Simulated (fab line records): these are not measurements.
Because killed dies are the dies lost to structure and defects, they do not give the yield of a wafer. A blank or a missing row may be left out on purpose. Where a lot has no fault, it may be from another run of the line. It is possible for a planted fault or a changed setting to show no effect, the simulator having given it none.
Which tool did it? -- flow sky130 -- 14 lots with 42 wafers sampled at 5 steps, on a route of 708 steps

WHAT EACH GAUGE READ, for each wafer
SKY_RES_PROTECT_TW_MEAS_08. Usual: POLY_GATE_TW gives 4034 (standard deviation 18).
lot,measured,on,POLY_GATE_TW,flag
L101,day 15 01:22,film metro-01,4061 4057 4054,
L103,day 15 15:27,film metro-01,4040 4037 4024,
L108,day 18 05:27,film metro-02,4043 4033 4040,
L107,day 18 07:09,film metro-02,30 30 30,OFF
L112,day 19 09:38,film metro-02,4022 4041 4054,
L113,day 19 13:09,film metro-01,30 30 30,OFF
L114,day 19 17:37,film metro-01,3975 3995 3997,
L116,day 21 17:34,film metro-01,4005 4008 4011,
L119,day 22 05:31,film metro-01,4025 4031 4037,
L117,day 22 05:48,film metro-04,4025 4027 4037,
L120,day 22 22:37,film metro-01,4049 4033 4031,
L122,day 23 11:32,film metro-01,4033 4043 4040,
L123,day 23 12:40,film metro-04,4034 4043 4047,
L124,day 23 22:43,film metro-01,4047 4032 4021,

SKY_LI_CONTACT_RS_MEAS_22: measures by four-point-probe. Usual: LI_CONTACT_W_RS gives 0.297 ohm/sq (standard deviation 0.0041).
lot,measured,on,LI_CONTACT_W_RS (ohm/sq),flag
L101,day 28 22:47,film metro-04,0.294 0.295 0.294,
L103,day 29 15:24,film metro-04,0.292 0.292 0.295,
L108,day 32 03:49,film metro-04,0.304 0.305 0.304,
L107,day 32 03:28,film metro-02,0.294 0.297 0.292,
L112,day 33 09:18,film metro-04,0.300 0.301 0.299,
L113,day 33 03:12,film metro-02,0.301 0.307 0.304,
L114,day 33 12:49,film metro-02,0.301 0.302 0.303,
L116,day 35 05:02,film metro-03,0.299 0.300 0.303,
L119,day 35 17:08,film metro-03,0.296 0.298 0.300,
L117,day 35 17:55,film metro-03,0.290 0.294 0.291,
L120,day 36 04:49,film metro-02,0.299 0.296 0.298,
L122,day 36 17:41,film metro-03,0.295 0.298 0.298,
L123,day 36 18:21,film metro-04,0.297 0.298 0.295,
L124,day 37 14:33,film metro-02,0.297 0.298 0.299,

SKY_LOCAL_INTERCONNECT_RS_MEAS_01: measures by four-point-probe. Usual: LOCAL_INTERCONNECT_TIN_RS gives 14.17 ohm/sq (standard deviation 0.17).
lot,measured,on,LOCAL_INTERCONNECT_TIN_RS (ohm/sq),flag
L101,day 28 23:20,film metro-01,14.50 14.43 14.49,
L103,day 29 15:56,film metro-01,14.07 13.96 13.98,
L108,day 32 04:21,film metro-01,14.37 14.38 14.52,
L107,day 32 04:01,film metro-01,14.36 14.41 14.23,
L112,day 33 09:50,film metro-01,14.33 14.21 14.21,
L113,day 33 03:45,film metro-04,14.11 14.27 14.20,
L114,day 33 13:22,film metro-01,14.06 14.09 14.12,
L116,day 35 05:35,film metro-01,14.33 14.19 14.21,
L119,day 35 17:40,film metro-01,13.96 13.98 13.97,
L117,day 35 18:29,film metro-01,14.00 13.96 13.93,
L120,day 36 05:21,film metro-01,14.28 14.19 14.09,
L122,day 36 18:13,film metro-01,14.34 14.35 14.39,
L123,day 36 18:53,film metro-02,14.36 14.35 14.55,
L124,day 37 15:05,film metro-02,14.08 13.98 14.00,

SKY_LOCAL_INTERCONNECT_OVL_MEAS_12. Usual: LOCAL_INTERCONNECT_OVL gives -3 nm (standard deviation 5.7).
lot,measured,on,LOCAL_INTERCONNECT_OVL (nm),flag
L101,day 30 02:04,overlay-02,-6 4 -2,
L103,day 30 19:26,overlay-02,-8 -6 -4,
L108,day 33 07:50,overlay-02,-5 -11 -7,
L107,day 33 06:32,overlay-02,1 2 1,
L112,day 34 12:37,overlay-01,-1 0 3,
L113,day 34 06:23,overlay-01,-1 1 0,
L114,day 34 15:55,overlay-01,0 -7 1,
L116,day 36 07:31,overlay-02,-1 -7 1,
L119,day 36 19:17,overlay-01,-1 -7 -2,
L117,day 36 19:56,overlay-02,-6 -6 -9,
L120,day 37 06:42,overlay-01,-4 2 -3,
L122,day 37 20:08,overlay-01,-9 -2 -13,
L123,day 37 20:49,overlay-01,2 -2 -1,
L124,day 38 17:10,overlay-02,6 9 3,

WHICH TOOL RAN EACH LOT (tool, then ch and the chambers of the sampled wafers, then the start)
lot,SKY_RES_PROTECT_DEVELOP_06
L101,"litho track-01 ch 0, day 15 00:59"
L103,"litho track-02 ch 0, day 15 15:03"
L108,"litho track-02 ch 0, day 18 05:03"
L107,"litho track-02 ch 0, day 18 06:45"
L112,"litho track-01 ch 0, day 19 09:17"
L113,"litho track-02 ch 0, day 19 12:45"
L114,"litho track-01 ch 0, day 19 17:14"
L116,"litho track-01 ch 0, day 21 17:11"
L119,"litho track-02 ch 0, day 22 05:09"
L117,"litho track-02 ch 0, day 22 05:24"
L120,"litho track-01 ch 0, day 22 22:14"
L122,"litho track-04 ch 0, day 23 11:10"
L123,"litho track-01 ch 0, day 23 12:16"
L124,"litho track-04 ch 0, day 23 22:19"
- SKY_RES_PROTECT_DEVELOP_06: develop time 60 s.

AS READ BY THE TOOLS THEMSELVES (means over the sampled wafers that have a number; for cases with no such wafer, the mark the record gives instead)
The record holds no such reading with a usual standard deviation.

THE ANSWER, worked out from the rows above alone
Rule: take the mean of a lot's wafers that have a number; if it is more than 3 standard deviations from the usual mean, the lot is off. A lot without any number at a reading at which 4 lots or more have one is off too. Any other lot the step has rows for is counted as sound. The gauges are gone through in route order, then the tools' own readings, and for those a lot's mean is taken as printed above. At the first step where some lot is off, the reading lying furthest off is the one used; lots without a number count as furthest.
Off: L107, L113, at SKY_RES_PROTECT_TW_MEAS_08 (POLY_GATE_TW).
A tool fits if, at a process step before that reading, it ran every lot that is off, and no sound lot after the first of them. Gauges at SKY_RES_PROTECT_TW_MEAS_08: tried the same way as those tools. No candidate that was tried fits.

WHAT WAS PUT IN BY THE SIMULATOR
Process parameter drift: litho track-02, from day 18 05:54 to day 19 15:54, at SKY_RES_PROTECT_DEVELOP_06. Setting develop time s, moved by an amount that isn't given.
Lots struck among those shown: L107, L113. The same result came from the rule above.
